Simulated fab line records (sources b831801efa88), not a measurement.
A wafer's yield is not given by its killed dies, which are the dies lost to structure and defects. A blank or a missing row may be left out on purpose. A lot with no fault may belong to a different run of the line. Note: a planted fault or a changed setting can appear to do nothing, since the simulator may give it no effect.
A single fault, viewed from 2 desks || flow gf180mcu || every desk sees just its own numbers, and what lay behind them comes last

## AT THE METROLOGY DESK
What the gauges read, lot by lot, whatever tool the lot ran on: means of the sampled wafers that have a number. Any lot whose mean is over 4 standard deviations away from the usual mean is out of limits and marked OUT; that distance is given in the brackets.
Columns: A = V3_W_RS at GF_V3_RS_MEAS_24, usual 0.332 ohm/sq; B = V4_CVD_00_THK at GF_V4_THK_MEAS_01, usual 599 nm
{"lot": "L813", "first seen here": "day 22 22:02", "A": 0.329, "B": 600}
{"lot": "L817", "first seen here": "day 24 07:23", "A": 0.331, "B": 607}
{"lot": "L818", "first seen here": "day 24 13:31", "A": 0.330, "B": 597}
{"lot": "L819", "first seen here": "day 25 07:44", "A": 0.333, "B": 602}
{"lot": "L820", "first seen here": "day 25 12:04", "A": 0.331, "B": 602}
{"lot": "L822", "first seen here": "day 25 23:26", "A": 0.333, "B": "509 (-12) OUT"}
{"lot": "L825", "first seen here": "day 26 23:52", "A": 0.333, "B": "516 (-11) OUT"}
{"lot": "L826", "first seen here": "day 27 09:59", "A": 0.333, "B": 601}
{"lot": "L829", "first seen here": "day 28 16:36", "A": 0.337, "B": 596}
{"lot": "L831", "first seen here": "day 28 21:33", "A": 0.329, "B": 600}
{"lot": "L833", "first seen here": "day 29 17:52", "A": 0.330, "B": 591}
{"lot": "L835", "first seen here": "day 29 22:59", "A": 0.332, "B": 589}
This desk's finding: out of limits on L822, L825; first on L822, day 26 22:37 (V4_CVD_00_THK at GF_V4_THK_MEAS_01). Within limits: L813, L817, L818, L819, L820, L826, L829, L831, L833, L835.

## DESK OF THE TOOL OWNER: hdpcvd-01
The tool's own readings at GF_V4_CVD_00 (deposits SiO2, target thk 600 nm, time 100 s): means of the sampled wafers that have a number, for each lot that ran on this tool. Any lot whose mean is over 4 standard deviations away from the usual mean is out of limits and marked OUT; that distance is given in the brackets.
Columns: A = sih4-flow-sccm at GF_V4_CVD_00, usual 59.98 sccm
{"lot": "L819", "first seen here": "day 26 06:50", "A": 60.05}
{"lot": "L820", "first seen here": "day 26 10:35", "A": 59.96}
{"lot": "L822", "first seen here": "day 26 22:32", "A": "50.89 (-57) OUT"}
{"lot": "L825", "first seen here": "day 27 22:16", "A": "51.05 (-56) OUT"}
This desk finds L822, L825 out of limits, L822 being first, at day 26 22:32 (sih4-flow-sccm at GF_V4_CVD_00). Within limits: L819, L820.

## PUT TOGETHER
On L822, L825, at day 26 22:32, an alarm was possible from the tool owner's desk.
The metrology desk could have raised an alarm at day 26 22:37, on L822, L825.
On hdpcvd-01, each named lot ran GF_V4_CVD_00.

## WHAT THE SIMULATOR PUT IN
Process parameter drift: hdpcvd-01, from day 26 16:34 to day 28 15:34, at GF_V4_CVD_00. A move of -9 in setting sih4-flow-sccm, from 60. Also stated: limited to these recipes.
Lots struck among those shown: L822, L825.
Counting hours from when the fault started, the first reading out of limits came at 6 for the tool owner's desk and at 6 for the metrology desk.
